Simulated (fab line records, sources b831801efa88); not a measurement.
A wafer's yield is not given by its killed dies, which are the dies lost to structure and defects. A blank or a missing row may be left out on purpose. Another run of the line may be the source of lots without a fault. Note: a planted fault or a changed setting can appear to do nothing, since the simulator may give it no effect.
A lot that was struck, set against a sound lot    flow gf180mcu    15 steps out of a route of 602
Sound: wafers L269.1, L269.2, L269.3. Struck: wafer L289.5 (L289.3, L289.4, from the same lot, were not struck and are left out); the cause is given at the end.
Per side, at each step with rows, come the tool, then ch with its chambers, and then its first start. Under that, the readings that differ: sound wafers    struck wafers    difference of the means    sigmas: that difference in standard deviations of wafers without a fault.
alike: readings with means less than 2 such deviations apart, plus words and numbers identical on both sides. not compared: withheld readings, readings lacking a value on some wafer, bounds such as >300 that could conceal the same value, and numbers that have no deviation in the record and whose values overlap.
Wherever a step has rows on one side only, a row that says differs or no value, or a row with sigmas, the two part there. Numbers that don't overlap but have no deviation are shown without sigmas and don't part them. A reading that every wafer of one side lacks parts them only if that side has two wafers or more.

GF_V1_ETCH_16: etches BARC in N2/H2.
  sound on rie-diel-03 ch 0,1,2, day 18 04:10; struck on rie-diel-04 ch 0, day 25 08:28
  alike: chamber-pressure-mTorr, drypump-motor-current-A, oes-product-au, throttle-valve-pct
GF_V1_ETCH_17: etches SiO2 in C4F8/O2/Ar, stops on TiN, target depth 630 nm.
  sound on rie-diel-03 ch 0,1,2; struck on rie-diel-04 ch 0
reading                sound              struck  difference  sigmas
oes-product-au (a.u.)  0.858 0.860 0.861  0.843   -0.017      -3
  alike: chamber-pressure-mTorr
then, 4 steps without rows for these wafers: GF_V1_STRIP_18 (strips in O2/N2); GF_V1_STRIP_19 (strips in post etch residue remover, time 1200 s); GF_V1_CLEAN_20 (cleans in DIW); GF_V1_SPUTTER_21 (material Ti, target thk 15 nm, time 80.02 s).
GF_V1_SPUTTER_22: material TiN, target thk 10 nm, time 40 s.
  sound on pvd-sputter-03 at day 18 04:53; struck on pvd-sputter-04 at day 25 09:11
  alike: throttle-valve-pct
then, 1 step without rows for these wafers: GF_V1_CVD_23 (deposits W, target thk 350 nm, time 105.05 s).
GF_V1_RS_MEAS_24: measurement is done with a four-point probe.
  sound on film-metro-02 at day 18 05:03; struck on film-metro-04 at day 25 09:22
  alike: V1_W_RS
GF_V1_THK_MEAS_25: measures by xrf.
  sound on film-metro-02 at day 18 05:10; struck on film-metro-04 at day 25 09:28
  alike: V1_W_THK
GF_V1_CMP_26: polishes, stops on SiO2, t overpolish 15 s, target thk 0 nm.
  sound on cmp-01 ch 0,1,2, day 18 05:14; struck on cmp-01 ch 0, day 25 09:31
  alike: edge-zone-pressure-frac, motor-current-A, overpolish-run-s, time-to-endpoint-s
GF_M2_SPUTTER_00: material Ti, target thk 37.5 nm, time 150 s.
  sound on pvd-sputter-04 at day 18 05:32; struck on pvd-sputter-01 at day 25 09:49
reading                 sound           struck  difference  sigmas
throttle-valve-pct (%)  29.0 29.4 29.6  32.0    +2.7        +2
GF_M2_SPUTTER_01: material TiN, target thk 30 nm, time 25 s.
  sound on pvd-sputter-04 at day 18 05:38; struck on pvd-sputter-01 at day 25 09:55
reading                                 sound              struck  difference  sigmas
throttle-valve-pct (%)                  29.1 29.3 29.7     32.0    +2.6        +2
model.TiN_of_M2_SPUTTER_01.thk-nm (nm)  29.18 29.73 29.63  27.49   -2.02       
then, 2 steps without rows for these wafers: GF_M2_SPUTTER_02 (material AlCu, target thk 450 nm, time 23.9 s); GF_PASSIVATION_PROBE_99.

WHERE THEY PART
First at GF_V1_ETCH_17; last, within this record, at GF_M2_SPUTTER_01.

WHY: what the simulator had put in
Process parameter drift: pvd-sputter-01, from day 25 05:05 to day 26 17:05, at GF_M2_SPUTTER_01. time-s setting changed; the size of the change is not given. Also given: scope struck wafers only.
